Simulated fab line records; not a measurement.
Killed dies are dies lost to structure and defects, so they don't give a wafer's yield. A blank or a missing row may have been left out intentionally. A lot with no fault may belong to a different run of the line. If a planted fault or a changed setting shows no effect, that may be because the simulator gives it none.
The tool behind it: which one? || flow sfq_line || at 1 step of a route of 325, 14 lots with 41 wafers sampled

== WHAT EACH GAUGE READ, for each wafer ==
No reading from a measuring or inspecting step in the record can be judged against a usual standard deviation.

== WHAT TOOL EACH LOT RAN ON (gives the tool, then ch and the chambers of the sampled wafers, and finally the start) ==
{"lot": "L760", "SFQ_TRILAYER_JJ_TRILAYER_DEP_SPUTTER_112": "pvd_sputter-05, day 47 09:58"}
{"lot": "L764", "SFQ_TRILAYER_JJ_TRILAYER_DEP_SPUTTER_112": "pvd_sputter-03, day 48 00:22"}
{"lot": "L765", "SFQ_TRILAYER_JJ_TRILAYER_DEP_SPUTTER_112": "pvd_sputter-05, day 48 06:29"}
{"lot": "L766", "SFQ_TRILAYER_JJ_TRILAYER_DEP_SPUTTER_112": "pvd_sputter-03, day 48 11:53"}
{"lot": "L767", "SFQ_TRILAYER_JJ_TRILAYER_DEP_SPUTTER_112": "pvd_sputter-04, day 48 12:57"}
{"lot": "L768", "SFQ_TRILAYER_JJ_TRILAYER_DEP_SPUTTER_112": "pvd_sputter-05, day 48 22:52"}
{"lot": "L770", "SFQ_TRILAYER_JJ_TRILAYER_DEP_SPUTTER_112": "pvd_sputter-05, day 50 07:16"}
{"lot": "L772", "SFQ_TRILAYER_JJ_TRILAYER_DEP_SPUTTER_112": "pvd_sputter-04, day 50 13:16"}
{"lot": "L773", "SFQ_TRILAYER_JJ_TRILAYER_DEP_SPUTTER_112": "pvd_sputter-05, day 50 15:40"}
{"lot": "L776", "SFQ_TRILAYER_JJ_TRILAYER_DEP_SPUTTER_112": "pvd_sputter-05, day 50 21:40"}
{"lot": "L777", "SFQ_TRILAYER_JJ_TRILAYER_DEP_SPUTTER_112": "pvd_sputter-03, day 50 22:59"}
{"lot": "L778", "SFQ_TRILAYER_JJ_TRILAYER_DEP_SPUTTER_112": "pvd_sputter-04, day 51 00:11"}
{"lot": "L782", "SFQ_TRILAYER_JJ_TRILAYER_DEP_SPUTTER_112": "pvd_sputter-05, day 53 22:58"}
{"lot": "L783", "SFQ_TRILAYER_JJ_TRILAYER_DEP_SPUTTER_112": "pvd_sputter-04, day 58 12:51"}
- SFQ_TRILAYER_JJ_TRILAYER_DEP_SPUTTER_112: material Nb, target thk 170 nm, time 113.3 s.

== WHAT THE TOOLS THEMSELVES READ (means of the sampled wafers that have a number; where no wafer has one, the mark that the record gives instead) ==
SFQ_TRILAYER_JJ_TRILAYER_DEP_SPUTTER_112. Usual: chamber_pressure_pa 0.13327 Pa, standard deviation 0.00026; throttle_valve_pct 29.4 %, standard deviation 0.82.
{"lot": "L760", "tool": "pvd_sputter-05", "chamber_pressure_pa (Pa)": 0.13340, "throttle_valve_pct (%)": 29.4, "flag": ""}
{"lot": "L764", "tool": "pvd_sputter-03", "chamber_pressure_pa (Pa)": 0.13324, "throttle_valve_pct (%)": 29.5, "flag": ""}
{"lot": "L765", "tool": "pvd_sputter-05", "chamber_pressure_pa (Pa)": 0.13334, "throttle_valve_pct (%)": 29.4, "flag": ""}
{"lot": "L766", "tool": "pvd_sputter-03", "chamber_pressure_pa (Pa)": 0.13325, "throttle_valve_pct (%)": 29.4, "flag": ""}
{"lot": "L767", "tool": "pvd_sputter-04", "chamber_pressure_pa (Pa)": 0.13315, "throttle_valve_pct (%)": 30.5, "flag": ""}
{"lot": "L768", "tool": "pvd_sputter-05", "chamber_pressure_pa (Pa)": 0.13313, "throttle_valve_pct (%)": 29.0, "flag": ""}
{"lot": "L770", "tool": "pvd_sputter-05", "chamber_pressure_pa (Pa)": 0.13333, "throttle_valve_pct (%)": 29.2, "flag": ""}
{"lot": "L772", "tool": "pvd_sputter-04", "chamber_pressure_pa (Pa)": 0.13320, "throttle_valve_pct (%)": 30.1, "flag": ""}
{"lot": "L773", "tool": "pvd_sputter-05", "chamber_pressure_pa (Pa)": 0.13889, "throttle_valve_pct (%)": 28.9, "flag": "OFF"}
{"lot": "L776", "tool": "pvd_sputter-05", "chamber_pressure_pa (Pa)": 0.13879, "throttle_valve_pct (%)": 28.0, "flag": "OFF"}
{"lot": "L777", "tool": "pvd_sputter-03", "chamber_pressure_pa (Pa)": 0.13332, "throttle_valve_pct (%)": 28.9, "flag": ""}
{"lot": "L778", "tool": "pvd_sputter-04", "chamber_pressure_pa (Pa)": 0.13346, "throttle_valve_pct (%)": 29.6, "flag": ""}
{"lot": "L782", "tool": "pvd_sputter-05", "chamber_pressure_pa (Pa)": 0.13296, "throttle_valve_pct (%)": 29.0, "flag": ""}
{"lot": "L783", "tool": "pvd_sputter-04", "chamber_pressure_pa (Pa)": 0.13347, "throttle_valve_pct (%)": 29.5, "flag": ""}

== THE ANSWER, worked out from the rows above alone ==
Rule: a lot counts as off when the mean over its wafers that have a number is more than 3 standard deviations away from the usual mean. A lot without any number at a reading at which 4 lots or more have one is off too. The other lots that the step has rows for count as sound. The gauges are gone through in route order, then the tools' own readings, and for those a lot's mean is taken as printed above. At the first step where some lot is off, the reading lying furthest off is the one used; lots without a number count as furthest.
Off at SFQ_TRILAYER_JJ_TRILAYER_DEP_SPUTTER_112 (chamber_pressure_pa): L773, L776.
If a tool, at that step or one of the process steps before it, ran each lot that is off and ran no sound lot following the first of them, it fits. No candidate that was tried fits.

== WHAT THE SIMULATOR HAD INSERTED ==
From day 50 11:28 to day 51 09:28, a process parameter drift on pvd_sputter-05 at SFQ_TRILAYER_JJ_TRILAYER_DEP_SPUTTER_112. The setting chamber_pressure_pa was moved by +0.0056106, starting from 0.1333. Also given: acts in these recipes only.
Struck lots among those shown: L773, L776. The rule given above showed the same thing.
